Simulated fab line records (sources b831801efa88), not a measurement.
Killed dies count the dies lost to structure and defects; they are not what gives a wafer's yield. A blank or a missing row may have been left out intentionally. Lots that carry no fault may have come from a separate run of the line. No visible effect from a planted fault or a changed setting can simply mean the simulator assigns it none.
What tool caused it?	flow sky130	13 lots, 39 wafers sampled, at 5 steps of a route of 708

WHAT THE GAUGES SHOWED, per wafer
SKY_FIELD_ISO_THK_MEAS_04.
lot	measured	on	FIELD_ISO_CVD_03_THK (nm)
L305	day 1 18:56	film metro-02	165.4 164.1 164.3
L308	day 2 10:04	film metro-03	168.6 169.8 168.2
L309	day 2 15:36	film metro-03	165.1 165.4 166.2
L311	day 3 01:36	film metro-03	167.6 166.3 166.6
L316	day 4 03:28	film metro-04	168.3 168.6 167.4
L318	day 4 13:04	film metro-02	166.3 167.9 167.3
L319	day 4 21:14	film metro-04	165.1 165.2 165.1
L320	day 5 00:07	film metro-04	169.3 169.1 169.4
L321	day 5 05:31	film metro-04	165.3 164.8 164.9
L322	day 5 09:04	film metro-02	166.1 169.2 168.2
L324	day 5 17:29	film metro-04	168.9 169.1 167.5
L325	day 5 22:30	film metro-04	169.6 169.4 168.9
L327	day 6 08:29	film metro-02	165.7 165.8 165.3

SKY_VT_ADJUST_LVTN_OVL_MEAS_07.
lot	measured	on	VT_ADJUST_LVTN_OVL (nm)
L305	day 7 05:01	overlay-02	-1.4 -1.7 -0.1
L308	day 7 23:16	overlay-01	- - -
L309	day 8 02:52	overlay-01	1.7 1.6 0.3
L311	day 9 00:59	overlay-02	1.7 1.7 0.9
L316	day 10 17:44	overlay-02	-0.3 1.4 0.9
L318	day 10 21:34	overlay-01	-2.7 -1.8 -1.5
L319	day 11 00:50	overlay-01	-0.1 0.5 0.3
L320	day 11 07:46	overlay-01	-1.8 -0.7 -1.4
L321	day 11 16:31	overlay-02	-0.2 0.5 -0.6
L322	day 11 16:52	overlay-02	-0.3 -0.2 -0.5
L324	day 12 06:46	overlay-02	-0.4 -1.3 -1.2
L325	day 12 13:02	overlay-01	-1.7 -2.6 -1.3
L327	day 13 12:37	overlay-02	-2.4 -0.2 -0.2

SKY_VT_ADJUST_LVTN_TW_MEAS_10.
lot	measured	on	VT_ADJUST_LVTN_TW
L305	day 7 05:18	film metro-04	241.7 242.2 241.0
L308	day 7 23:32	film metro-03	30.7 30.8 30.6
L309	day 8 03:10	film metro-01	238.6 239.1 238.6
L311	day 9 01:17	film metro-04	243.1 241.3 243.9
L316	day 10 18:01	film metro-04	242.1 242.7 243.4
L318	day 10 21:52	film metro-01	239.4 239.3 239.1
L319	day 11 01:08	film metro-03	244.7 244.2 245.7
L320	day 11 08:03	film metro-01	239.1 238.7 239.7
L321	day 11 16:47	film metro-03	244.0 245.9 244.7
L322	day 11 17:09	film metro-04	241.8 243.3 244.2
L324	day 12 07:03	film metro-04	241.7 242.4 241.8
L325	day 12 13:20	film metro-04	241.3 242.6 241.8
L327	day 13 12:55	film metro-04	241.7 242.6 242.7

SKY_LOCAL_INTERCONNECT_OVL_MEAS_12.
lot	measured	on	LOCAL_INTERCONNECT_OVL (nm)
L305	day 30 18:05	overlay-02	-1 1 -2
L308	day 31 18:18	overlay-02	4 5 11
L309	day 32 04:32	overlay-01	1 4 4
L311	day 32 23:08	overlay-01	3 2 7
L316	day 35 02:22	overlay-01	6 8 3
L318	day 35 05:02	overlay-01	1 -7 -5
L319	day 35 11:50	overlay-01	-1 3 0
L320	day 35 20:58	overlay-02	8 6 4
L321	day 36 05:02	overlay-02	10 4 15
L322	day 36 04:38	overlay-01	2 6 10
L324	day 36 18:52	overlay-02	1 4 -3
L325	day 37 06:02	overlay-02	-1 -1 3
L327	day 38 09:47	overlay-02	-9 -2 -4

TOOL THAT RAN EACH LOT (tool first, then ch and the chambers of the sampled wafers, then the start)
lot	SKY_VT_ADJUST_LVTN_EXPOSE_04
L305	iline stepper-01 ch 0, day 6 19:10
L308	iline stepper-02 ch 0, day 7 13:28
L309	iline stepper-02 ch 0, day 7 17:16
L311	iline stepper-02 ch 0, day 8 14:38
L316	iline stepper-01 ch 0, day 10 06:41
L318	iline stepper-01 ch 0, day 10 09:48
L319	iline stepper-02 ch 0, day 10 13:46
L320	iline stepper-01 ch 0, day 10 20:59
L321	iline stepper-02 ch 0, day 11 05:26
L322	iline stepper-02 ch 0, day 11 06:04
L324	iline stepper-01 ch 0, day 11 18:59
L325	iline stepper-02 ch 0, day 12 01:02
L327	iline stepper-02 ch 0, day 13 00:17
- SKY_VT_ADJUST_LVTN_EXPOSE_04: exposes mask NWM COMPLEMENT LESS NATIVE, target cd 840 nm.

AS READ BY THE TOOLS THEMSELVES (means over the sampled wafers that have a number; for cases with no such wafer, the mark the record gives instead)
The record holds no such reading with a usual standard deviation.

THE ANSWER, worked out from the rows above alone
Rule: the usual values come from the lots themselves. Put in order of their means at a reading, lots are off if they are a third of the lots or fewer, leave a main group of 4 or more, and stand apart from it by a gap of 3 or more times the standard deviation of the main group's means; of several such gaps the widest counts. If all means in a main group match to the digits the tables above print for the reading, that group is not used. A lot without any number at a reading at which 4 lots or more have one is off too. The other lots that the step has rows for count as sound. The gauges are gone through in route order, then the tools' own readings, and for those a lot's mean is taken as printed above. At the first step where some lot is off, the reading lying furthest off is the one used; lots without a number count as furthest.
Off: L308, seen at SKY_VT_ADJUST_LVTN_OVL_MEAS_07 (VT_ADJUST_LVTN_OVL). Without a number there: L308. For the main group the mean is -0.4 nm and the standard deviation 1.1.
A tool fits if, at a process step before that reading, it ran every lot that is off, and no sound lot after the first of them. The gauges at SKY_VT_ADJUST_LVTN_OVL_MEAS_07 aren't tried: what is off there is off at SKY_VT_ADJUST_LVTN_TW_MEAS_10 too, on other tools, and a gauge's error can't cause that. None of those tried fits.

WHAT HAD BEEN PUT IN BY THE SIMULATOR
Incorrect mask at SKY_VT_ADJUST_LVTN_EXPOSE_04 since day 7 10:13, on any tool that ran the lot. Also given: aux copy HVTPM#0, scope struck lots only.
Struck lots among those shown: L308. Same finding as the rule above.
